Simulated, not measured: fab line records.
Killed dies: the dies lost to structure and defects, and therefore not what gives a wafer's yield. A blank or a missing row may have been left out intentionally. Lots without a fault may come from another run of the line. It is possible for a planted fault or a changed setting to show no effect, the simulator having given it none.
Matching of chambers	flow sfq line	cmp-02 running SFQ_TRILAYER_I0_CMP_CMP_028: 4 sister chambers
The step polishes SiO2. 4 wafers are shown with their chamber, then 7 later ones without.

## WAFERS PAIRED WITH THEIR CHAMBERS
wafer	chamber	motor current A (A)
L417.4	0	12.8
L417.2	3	9.4
L418.2	2	10.1
L418.1	1	9.5

## WAFERS MISSING THEIR CHAMBER
wafer	motor current A (A)
L418.4	12.5
L426.1	10.8
L426.2	10.4
L426.3	9.7
L428.1	9.5
L428.3	12.6
L428.4	10.1

## THE CHAMBER EACH PASSED THROUGH
wafer	from the rows above	in truth
L418.4	0	0
L426.1	can't be placed: 2 or 1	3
L426.2	can't be placed: 2 or 1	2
L426.3	can't be placed: 1 or 3 or 2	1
L428.1	can't be placed: 1 or 3 or 2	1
L428.3	0	0
L428.4	can't be placed: 2 or 1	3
Correctly placed: 2 of 7. Not placeable from these rows: 5 (in 3, the candidates include the true chamber). 0 placed wrongly.
How it was worked out, from the rows above alone: a wafer's distance from a chamber is the root of the sum, over the readings, of the square of ((its reading less the chamber's mean) divided by the reading's scatter). The wafer belongs to the nearest chamber; if the next one is less than 2 further off, it can't be placed. For every chamber, the mean is computed from those of its wafers that are shown. The scatter (one wafer shown for each chamber): square how far every hidden wafer sits from the nearest shown wafer, average those squares and take the square root.
